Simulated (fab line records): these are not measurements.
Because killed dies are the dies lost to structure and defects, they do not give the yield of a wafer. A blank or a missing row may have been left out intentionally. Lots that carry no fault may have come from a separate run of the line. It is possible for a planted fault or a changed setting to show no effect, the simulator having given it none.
Chamber matching	flow sky130	SKY_VIA4_CMP_02 on cmp-01 has 4 sister chambers
The step polishes SiO2. 8 wafers are shown with their chamber, then 9 later ones without.

WAFERS, EACH WITH ITS CHAMBER
wafer	chamber	motorCurrentA (A)
L398.1	3	12.3
L401.1	3	12.8
L408.2	1	12.1
L416.1	2	12.6
L416.6	0	11.9
L417.1	0	11.9
L417.2	1	12.4
L417.3	2	12.5

WAFERS MISSING THEIR CHAMBER
wafer	motorCurrentA (A)
L418.1	11.1
L418.4	12.5
L418.6	12.5
L419.3	13.0
L419.5	11.7
L419.6	12.5
L420.2	13.2
L420.3	12.5
L420.6	13.0

EACH ONE'S CHAMBER
wafer	from the rows above	in truth
L418.1	can't be placed: 0 or 1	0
L418.4	can't be placed: 2 or 3 or 1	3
L418.6	can't be placed: 2 or 3 or 1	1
L419.3	can't be placed: 2 or 3 or 1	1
L419.5	can't be placed: 0 or 1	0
L419.6	can't be placed: 2 or 3 or 1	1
L420.2	can't be placed: 2 or 3 or 1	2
L420.3	can't be placed: 2 or 3 or 1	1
L420.6	can't be placed: 2 or 3 or 1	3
0 of 9 placed correctly. Can't be placed from these rows: 9 (the true chamber is among the candidates in 9). Placed wrongly: 0.
How it was worked out, from the rows above alone: a wafer's distance from a chamber is the root of the sum, over the readings, of the square of ((its reading less the chamber's mean) divided by the reading's scatter). The wafer belongs to the nearest chamber; if the next one is less than 2 further off, it can't be placed. For every chamber, the mean is computed from those of its wafers that are shown. The scatter: take each reading less its chamber's mean, square it, sum over the shown wafers, divide by the number of wafers less the number of chambers, and take the root.
